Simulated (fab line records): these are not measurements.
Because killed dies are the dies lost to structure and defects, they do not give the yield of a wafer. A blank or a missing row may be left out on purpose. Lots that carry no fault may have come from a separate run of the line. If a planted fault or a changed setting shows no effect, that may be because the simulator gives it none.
fab line records | flow sky130
[record] lots = 6 wafers = 18 last-day = 50
route steps=708 shown VIA3@575 PAD_OPEN@708
lots untouched by any fault: they come from a run of this same line in which no faults occurred
start-h: hours from the record's first day to the start of the lot's first wafer shown | wait-h: hours since the lot's step before | " unchanged from the row above | L1.1+2: a row that stands for several wafers | - no value, or no start given | * or withheld: withheld | < > ~ a bound
route shown NAME@n: names a module that has steps shown in the file, with the first one's number in the route | usual: the fault-free wafers' mean and standard deviation | same: alike in all rows | chamber/n: place in a boat | sites: readings site by site | _std_site: standard deviation of those values | _edge_site: outer sites' mean less inner sites' | radius-mm: for every site, how far away it sits from the centre of the wafer | mask NAME#n: copy n | behind: tool/chamber where the wafer was last shaped | hold: what put the lot on hold/how long, in hours/how the hold closed | device: which transistor (n, p or np) failed to switch | end of line: the same wafers' tests at the end of the route | a step with no rows: only its recipe | killed: dies that structure and defects cost at the first sort, which is not the same as the wafer's yield | map: a wafer's dies, marking killed ones x, the rest . and places with no die _
set.NAME: the run value of the setting; set.NAME@STEP: its run value at that earlier step | model.NAME: the simulator's own value behind a step, which no gauge read
certain route steps with their lots: each step a table, each wafer a row
services: a tool's chamber out of use, with start hour (start-h, from the record's first day; less than 0 if before it), hours out, and reason
[[steps]]
[step SKY_VIA3_CMP_02]
[recipe] material = SiO2 down-force-psi = 4 platen-rpm = 60 pad-velocity-m-s = 0.94248
[usual] motor-current-A = 11.5/1
// columns lot.wafer tool chamber start-h wait-h motor-current-A
L131.2 cmp-01 3 950.14 0.1 10.2
L131.1 " 0 " " 11.4
L131.5 " 1 " " 11.4
L136.1 cmp-02 2 1005.79 0.1 11.8
L136.4 " 3 " " 9.5
L136.6 " 0 " " 10.2
L144.3 cmp-01 0 1030.07 0.0 11.5
L144.1 " 1 " " 12.3
L144.4 " 2 " " 12.7
L145.4 cmp-01 2 1033.96 0.1 12.5
L145.3 " 3 " " 11.1
L145.6 " 0 " " 11.7
L147.1 cmp-01 2 1034.91 0.1 13.0
L147.2 " 0 " " 11.1
L147.6 " 1 " " 12.1
L149.1 cmp-02 0 1051.24 0.1 11.0
L149.3 " 1 " " 11.7
L149.2 " 2 " " 12.1
[step SKY_VIA3_BOW_MEAS_03]
[recipe] mode = bow
[usual] VIA3_BOW = 78/8.1
// columns lot.wafer tool chamber start-h wait-h VIA3_BOW[um]
L131.1 film-metro-02 - 950.34 0.1 70
L131.2 " - " " 73
L131.5 " - " " 60
L136.1 film-metro-04 - 1005.99 0.1 80
L136.4 " - " " 73
L136.6 " - " " 76
L144.1 film-metro-03 - 1030.40 0.2 83
L144.3 " - " " 77
L144.4 " - " " 75
L145.3 film-metro-02 - 1034.20 0.1 92
L145.4 " - " " 92
L145.6 " - " " 89
L147.1 film-metro-03 - 1035.16 0.2 85
L147.2 " - " " 79
L147.6 " - " " 88
L149.1 film-metro-04 - 1051.54 0.2 88
L149.2 " - " " 82
L149.3 " - " " 65
[step SKY_VIA3_DEHYDRATE_04]
[recipe] temp-c = 200 time-s = 60
[step SKY_VIA3_HMDS_05]
[recipe] prime-time-s = 60 prime-temp-c = 120
[step SKY_VIA3_COAT_06]
[recipe] resist = BARC temp-c = withheld time-s = withheld spin-rpm = 3000 resist-thk-nm = 60
[step SKY_VIA3_COAT_07]
[recipe] resist = KrF-thick spin-rpm = 3000 resist-thk-nm = 450
[step SKY_VIA3_SOFTBAKE_08]
[recipe] temp-c = 100 time-s = 90 resist = KrF-thick
[step SKY_VIA3_EXPOSE_09]
[recipe] mask-id = VIM3 na = 0.8 source-shape = annular sigma-inner = 0.55 sigma-outer = 0.85 target-cd-nm = 200 dose-mj = 38
[step SKY_VIA3_PEB_10]
[recipe] peb-temp-c = withheld peb-time-s = withheld resist = KrF-thick
[step SKY_VIA3_DEVELOP_11]
[recipe] develop-time-s = 60 resist = KrF-thick dev-temp-c = 21
[step SKY_VIA3_CD_MEAS_12]
[recipe] target-cd-nm = 200
[usual] cd-nm = 200.2/1.3
// columns lot.wafer tool chamber start-h wait-h cd-nm
L131.1 cd-sem-02 - 974.12 - 201.1
L131.2 " - " " 199.9
L131.5 " - " " 199.7
L136.1 cd-sem-01 - 1029.80 - 200.8
L136.4 " - " " 199.8
L136.6 " - " " 199.3
L144.1 cd-sem-02 - 1051.60 - 202.9
L144.3 " - " " 203.5
L144.4 " - " " 202.8
L145.3 cd-sem-02 - 1056.09 - 202.1
L145.4 " - " " 201.5
L145.6 " - " " 201.9
L147.1 cd-sem-01 - 1056.70 - 200.2
L147.2 " - " " 200.9
L147.6 " - " " 200.3
L149.1 cd-sem-01 - 1073.10 - 198.4
L149.2 " - " " 199.5
L149.3 " - " " 199.8
[step SKY_VIA3_OVL_MEAS_13]
[usual] VIA3_OVL = 0/5.6
// columns lot.wafer tool chamber start-h wait-h VIA3_OVL[nm]
L131.1 overlay-01 - 974.24 0.1 -3
L131.2 " - " " 6
L131.5 " - " " 2
L136.1 overlay-01 - 1029.92 0.1 7
L136.4 " - " " 9
L136.6 " - " " 6
L144.1 overlay-01 - 1051.72 0.1 3
L144.3 " - " " -4
L144.4 " - " " -4
L145.3 overlay-02 - 1056.18 0.1 -9
L145.4 " - " " -3
L145.6 " - " " -4
L147.1 overlay-01 - 1056.82 0.1 4
L147.2 " - " " 1
L147.6 " - " " 3
L149.1 overlay-01 - 1073.22 0.1 -1
L149.2 " - " " -3
L149.3 " - " " 3
[step SKY_VIA3_ETCH_14]
[recipe] chemistry = N2/H2 target = BARC ion-energy-ev = 200 source-w = 500 bias-w = 100 pressure-mtorr = 30 n2-flow-sccm = 100 h2-flow-sccm = 200 stop-on = SiO2 time-s = 45.9 target-depth-a = 600
[usual] bias-w = 100.0/0.31 drypump-motor-current-A = 5.8/0.36 oes-product-au = 0.855/0.0049 run-length-s = 74.2/0.45 throttle-valve-pct = 13.225/0.01
// columns lot.wafer tool chamber start-h wait-h bias-w drypump-motor-current-A oes-product-au rf-hours-counter-h run-length-s throttle-valve-pct model.KrF-thick_of_VIA3_COAT_07.thk-nm
L131.1 rie-diel-04 3 974.28 0.0 100.0 6.2 0.862 19 74.2 13.221 391.1
L131.2 " 2 " " 99.8 5.5 0.852 25 74.2 13.226 391.7
L131.5 " 2 " " 100.1 5.5 0.855 - 73.9 13.222 393.2
L136.1 rie-diel-02 2 1029.95 0.0 100.7 6.1 0.862 19 74.8 13.230 394.4
L136.4 " 3 " " 100.1 5.8 0.861 17 74.3 13.199 392
L136.6 " 0 " " 100.2 5.8 0.859 - 73.7 13.205 392.5
L144.1 rie-diel-02 2 1051.75 0.0 99.8 6.1 0.825 20 78.8 13.252 387.1
L144.3 " 3 " " 99.6 5.7 0.819 18 78.7 13.231 386.8
L144.4 " 1 " " 99.7 5.4 0.820 24 78.2 13.213 388.5
L145.3 rie-diel-02 0 1056.20 0.0 99.6 5.9 0.815 12 77.7 13.223 389.8
L145.4 " 2 " " 99.5 6.1 0.818 20 79.2 13.207 390.5
L145.6 " 3 " " 100.3 5.8 0.853 - 74.8 13.216 391.6
L147.1 rie-diel-04 0 1056.85 0.0 100.3 4.7 0.858 24 74.3 13.230 392
L147.2 " 1 " " 99.7 6.5 0.860 18 73.8 13.226 392
L147.6 " 3 " " 99.8 6.3 0.860 - 74.3 13.220 390.1
L149.1 rie-diel-01 2 1073.25 0.0 99.6 6.0 0.857 20 73.3 13.217 392.2
L149.2 " 0 " " 100.1 5.6 0.861 19 74.7 13.240 392.4
L149.3 " 1 " " 99.6 5.9 0.862 17 74.0 13.225 392.6
[step SKY_VIA3_ETCH_15]
[recipe] target = SiO2 chemistry = C4F8/O2/Ar target-depth-nm = 507 stop-on = TiN mask-material = KrF-thick source-w = 1500 bias-w = 1200 pressure-mtorr = 40 c4f8-flow-sccm = withheld O2_flow_sccm = 6 Ar_flow_sccm = 300 time-s = 78
[usual] bias-w = 1200/3.5 oes-product-au = 0.945/0.0053 run-length-s = 106.3/0.45
[same] time-s = 78
// columns lot.wafer tool chamber start-h wait-h bias-w oes-product-au rf-hours-counter-h run-length-s
L131.1 rie-diel-04 3 974.32 0.0 1201 0.948 19 106.4
L131.2 " 2 " " 1207 0.946 25 105.8
L131.5 " 2 " " 1203 0.945 - 106.5
L136.1 rie-diel-02 2 1029.99 0.0 1201 0.941 19 107.1
L136.4 " 3 " " 1199 0.949 17 106.1
L136.6 " 0 " " 1202 0.959 - 106.1
L144.1 rie-diel-02 2 1051.79 0.0 1196 0.938 20 107.0
L144.3 " 3 " " 1203 0.950 18 106.2
L144.4 " 1 " " 1204 0.941 24 106.1
L145.3 rie-diel-02 0 1056.24 0.0 1193 0.945 12 105.9
L145.4 " 2 " " 1199 0.937 20 107.3
L145.6 " 3 " " 1199 0.950 - 106.3
L147.1 rie-diel-04 0 1056.89 0.0 1198 0.943 25 106.2
L147.2 " 1 " " 1203 0.937 18 105.9
L147.6 " 3 " " 1200 0.939 - 106.4
L149.1 rie-diel-01 2 1073.30 0.0 1201 0.952 20 105.7
L149.2 " 0 " " 1200 0.943 19 106.9
L149.3 " 1 " " 1202 0.942 17 106.3
[step SKY_PAD_OPEN_PROBE_99]
[usual] defect-limited-yield = 82.7/2 killed_at_M0_to_M3 = 42/7.4 killed_at_M4_up = 3.5/1.9 killed-at-contacts = 24/5.2 killed-at-front-end = 15/4.5 killed-at-other = 0.2/0.53 killed-dies = 85/9.8 killed-open = 46/7.6 killed-short = 39/6.5 sort_bin_3_pad_short = 0.9/0.4 sort_bin_5_function = 10.3/1.5 sort_bin_6_memory = 6.1/1.1 sort-n-pass = 407/9.8 sort-yield-pct = 82.7/2
[same] gross-dies = 492 killed-at-back-side = 0 sort_bin_4_leakage[%] = 0 sort_bin_8_speed[%] = 0
// columns lot.wafer tool chamber start-h wait-h defect-limited-yield[%] killed_at_M0_to_M3 killed_at_M4_up killed-at-contacts killed-at-front-end killed-at-other killed-dies killed-open killed-short sort_bin_3_pad_short[%] sort_bin_5_function[%] sort_bin_6_memory[%] sort-n-pass sort-yield-pct[%]
L131.1 prober-02 - 1116.74 0.1 82.9 38 3 25 18 0 84 35 49 1.2 10.0 5.9 408 82.9
L131.2 prober-02 - 1116.79 0.1 79.9 57 3 23 15 1 99 68 31 0.4 12.8 6.9 393 79.9
L131.5 prober-02 - 1116.94 0.2 82.5 37 0 32 17 0 86 51 35 0.4 10.6 6.5 406 82.5
L144.1 prober-01 - 1178.55 0.1 84.3 36 4 21 16 0 77 46 30 1.0 8.3 6.3 415 84.3
L144.3 prober-01 - 1178.65 0.2 83.9 43 5 13 18 0 79 44 35 0.6 8.7 6.7 413 83.9
L145.3 prober-01 - 1185.30 0.2 79.9 37 5 36 20 1 99 62 37 0.6 12.6 6.9 393 79.9
L145.4 prober-01 - 1185.35 0.2 79.9 47 4 26 22 0 99 50 49 0.8 13.0 6.3 393 79.9
L145.6 prober-01 - 1185.45 0.2 81.9 35 8 30 16 0 89 55 34 1.2 10.8 6.1 403 81.9
L149.1 prober-02 - 1194.37 0.1 85.0 33 5 23 11 2 74 41 33 0.8 10.0 4.3 418 85.0
L149.2 prober-02 - 1194.42 0.1 87.6 31 2 16 12 0 61 32 29 0.6 7.1 4.7 431 87.6
L149.3 prober-02 - 1194.47 0.2 83.3 45 2 16 19 0 82 43 39 0.4 10.2 6.1 410 83.3
// killed by level:class
L131.1 CONTACT:geometric-particle:open=8 METAL1:geometric-particle:short=6 CONTACT:geometric-particle:short=5 VIA1:geometric-particle:short=5 VIA3:geometric-particle:open=5 FIELD_ISO:geometric-particle:short=4 POLY_GATE:geometric-particle:short=4 LI_CONTACT:geometric-particle:open=4
L131.2 VIA1:geometric-particle:open=20 CONTACT:geometric-particle:open=10 VIA3:geometric-particle:open=10 METAL1:geometric-particle:short=7 VIA2:geometric-particle:open=6 METAL2:geometric-particle:short=5 POLY_GATE:geometric-particle:open=5 LI_CONTACT:geometric-particle:open=5
L131.5 CONTACT:geometric-particle:open=13 VIA2:geometric-particle:open=9 VIA1:geometric-particle:open=8 LOCAL_INTERCONNECT:geometric-particle:short=7 CONTACT:geometric-particle:short=5 VIA3:geometric-particle:open=5 FIELD_ISO:geometric-particle:open=4 LI_CONTACT:geometric-particle:open=4
L144.1 VIA1:geometric-particle:open=9 LI_CONTACT:geometric-particle:open=7 VIA3:geometric-particle:open=6 VIA2:geometric-particle:open=6 CONTACT:geometric-particle:open=5 METAL2:geometric-particle:short=5 FIELD_ISO:geometric-particle:short=4 POLY_GATE:geometric-particle:open=4
L144.3 VIA1:geometric-particle:open=12 VIA2:geometric-particle:open=8 LI_CONTACT:geometric-particle:open=7 METAL2:geometric-particle:short=6 FIELD_ISO:geometric-particle:short=5 POLY_GATE:geometric-particle:short=4 POLY_GATE:geometric-particle:open=3 METAL1:geometric-particle:short=3
L145.3 CONTACT:geometric-particle:open=12 LI_CONTACT:geometric-particle:open=11 VIA2:geometric-particle:open=9 VIA1:geometric-particle:open=8 FIELD_ISO:geometric-particle:open=6 CONTACT:geometric-particle:short=6 LOCAL_INTERCONNECT:geometric-particle:short=5 METAL1:geometric-particle:short=5
L145.4 VIA1:geometric-particle:open=14 METAL1:geometric-particle:short=8 LI_CONTACT:geometric-particle:open=7 CONTACT:geometric-particle:open=7 POLY_GATE:geometric-particle:short=5 POLY_GATE:geometric-particle:open=5 VIA2:geometric-particle:open=5 LI_CONTACT:geometric-particle:short=4
L145.6 LI_CONTACT:geometric-particle:open=14 VIA1:geometric-particle:open=9 METAL1:geometric-particle:short=7 LOCAL_INTERCONNECT:geometric-particle:short=6 CONTACT:geometric-particle:open=5 VIA2:geometric-particle:open=5 VIA1:geometric-particle:short=4 VIA3:geometric-particle:open=4
L149.1 CONTACT:geometric-particle:open=8 CONTACT:geometric-particle:short=6 VIA1:geometric-particle:open=6 VIA3:geometric-particle:open=6 VIA2:geometric-particle:open=6 LI_CONTACT:geometric-particle:open=5 VIA1:geometric-particle:short=5 FIELD_ISO:geometric-particle:open=3
L149.2 VIA1:geometric-particle:open=7 METAL2:geometric-particle:short=6 FIELD_ISO:geometric-particle:open=5 LI_CONTACT:geometric-particle:open=5 CONTACT:geometric-particle:short=5 VIA3:geometric-particle:open=5 FIELD_ISO:geometric-particle:short=4 CONTACT:geometric-particle:open=4
L149.3 VIA3:geometric-particle:open=8 VIA1:geometric-particle:open=8 VIA1:geometric-particle:short=7 CONTACT:geometric-particle:open=6 METAL2:geometric-particle:short=6 POLY_GATE:geometric-particle:short=5 METAL1:geometric-particle:short=5 VIA2:geometric-particle:open=5
[[services]]
// columns tool chamber start-h hours kind
cmp-02 - 969.77 1.9 repair
cmp-02 - 971.05 1.2 repair
cmp-01 - 975.64 4.8 pm
rie-diel-04 0 1028.87 3.4 repair
cmp-02 - 1068.86 7.1 pm
[[key]]
[first-sign] step = SKY_VIA3_ETCH_14 reading = run-length-s direction = up sigmas = 9.8 usual = * struck = *
[effect] step = SKY_VIA3_ETCH_14 reading = oes-product-au direction = down sigmas = 7.3 usual = 0.855 struck = 0.819
[model-effect] step = SKY_VIA3_ETCH_14 value = KrF-thick_of_VIA3_COAT_07.thk-nm without = 392.2 struck = 388.5
met-at SKY_VIA3_ETCH_14
struck-wafers L144.1,L144.3,L144.4,L145.3,L145.4
onset-between 1029.95 1051.75
[fault] kind = process-parameter-drift tool = rie-diel-02 chamber = - onset-h = 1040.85 steps = SKY_VIA3_ETCH_14 channel = time-s offset = * shape = step end-h = 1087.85 scope = struck-wafers-only acts-in = * stated = *
